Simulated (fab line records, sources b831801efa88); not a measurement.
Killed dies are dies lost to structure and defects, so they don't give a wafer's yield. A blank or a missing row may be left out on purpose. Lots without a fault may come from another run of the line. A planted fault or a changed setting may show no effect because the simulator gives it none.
Which tool did it? | flow sky130 | 6 lots, 18 wafers sampled, at 2 steps of a route of 708

WHAT THE GAUGES READ, wafer by wafer
SKY_LDD_LDN_TW_MEAS_13.
lot  | measured     | on            | LDD_LDN_TW
L769 | day 23 08:55 | film_metro-04 | 1479 1483 1478
L774 | day 25 12:07 | film_metro-03 | 1484 1483 1477
L778 | day 26 19:05 | film_metro-01 | 1464 1466 1467
L781 | day 28 03:16 | film_metro-01 | 1470 1472 1463
L785 | day 29 17:49 | film_metro-01 | 1401 1407 1405
L789 | day 30 21:01 | film_metro-04 | 1484 1481 1488

WHICH TOOL RAN EACH LOT (tool, then ch and the chambers of the sampled wafers, then the start)
lot  | SKY_LDD_LDN_IMPLANT_10
L769 | implanter-04 ch 0, day 23 08:32
L774 | implanter-01 ch 0, day 25 11:44
L778 | implanter-04 ch 0, day 26 18:43
L781 | implanter-02 ch 0, day 28 02:52
L785 | implanter-02 ch 0, day 29 17:26
L789 | implanter-01 ch 0, day 30 20:37
- SKY_LDD_LDN_IMPLANT_10

THE ANSWER, worked out from the rows above alone
Rule: what is usual is taken from the lots themselves. Put in order of their means at a reading, lots are off if they are a third of the lots or fewer, leave a main group of 4 or more, and stand apart from it by a gap of 3 or more times the standard deviation of the main group's means; of several such gaps the widest counts. A main group whose means are all the same, to the digits that the tables above print for the reading, isn't used. A lot without any number at a reading at which 4 lots or more have one is off too. The other lots that the step has rows for count as sound.
Off: L785, at SKY_LDD_LDN_TW_MEAS_13 (LDD_LDN_TW). The main group: mean 1476, standard deviation 7.5.
A tool fits if, at a process step before that reading, it ran every lot that is off, and no sound lot after the first of them. The gauges at SKY_LDD_LDN_TW_MEAS_13 are tried like those tools. Can't be told from this: 2 tools fit, implanter-02 at SKY_LDD_LDN_IMPLANT_10, film_metro-01 at SKY_LDD_LDN_TW_MEAS_13.

WHAT THE SIMULATOR HAD PUT IN
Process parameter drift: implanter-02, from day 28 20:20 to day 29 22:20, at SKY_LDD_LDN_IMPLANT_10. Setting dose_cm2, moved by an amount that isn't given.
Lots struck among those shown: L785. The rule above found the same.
